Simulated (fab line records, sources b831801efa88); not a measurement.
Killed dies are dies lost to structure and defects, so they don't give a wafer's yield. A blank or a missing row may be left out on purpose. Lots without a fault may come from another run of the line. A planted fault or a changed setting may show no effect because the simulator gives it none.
Chamber matching | flow sfq_line | SFQ_TRILAYER_I6_CMP_CMP_166 on cmp-02: 4 sister chambers
The step polishes SiO2. 4 wafers are shown with their chamber, then 7 later ones without.

WAFERS WITH THEIR CHAMBER
wafer  | chamber | motor_current_A (A)
L794.6 | 3       | 8.8
L801.3 | 1       | 11.6
L806.3 | 0       | 9.8
L806.1 | 2       | 8.8

WAFERS WITHOUT THEIR CHAMBER
wafer  | motor_current_A (A)
L806.6 | 10.9
L807.1 | 9.1
L807.4 | 11.5
L807.3 | 10.2
L808.1 | 9.4
L808.3 | 9.2
L808.4 | 10.7

WHICH CHAMBER EACH WENT THROUGH
wafer  | from the rows above               | in truth
L806.6 | can't be placed: 1 or 0           | 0
L807.1 | can't be placed: 2 or 3 or 0      | 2
L807.4 | 1                                 | 1
L807.3 | can't be placed: 0 or 2 or 3 or 1 | 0
L808.1 | can't be placed: 0 or 2 or 3      | 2
L808.3 | can't be placed: 2 or 3 or 0      | 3
L808.4 | can't be placed: 0 or 1 or 2 or 3 | 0
Placed correctly: 1 of 7. Can't be placed from these rows: 6 (the true chamber is among the candidates in 6). Placed wrongly: 0.
How it was worked out, from the rows above alone: a wafer's distance from a chamber is the root of the sum, over the readings, of the square of ((its reading less the chamber's mean) divided by the reading's scatter). The wafer belongs to the nearest chamber; if the next one is less than 2 further off, it can't be placed. A chamber's mean is the mean of its shown wafers. The scatter: with one shown wafer a chamber, the root of the mean of the squares of how far each hidden wafer lies from its nearest shown one.
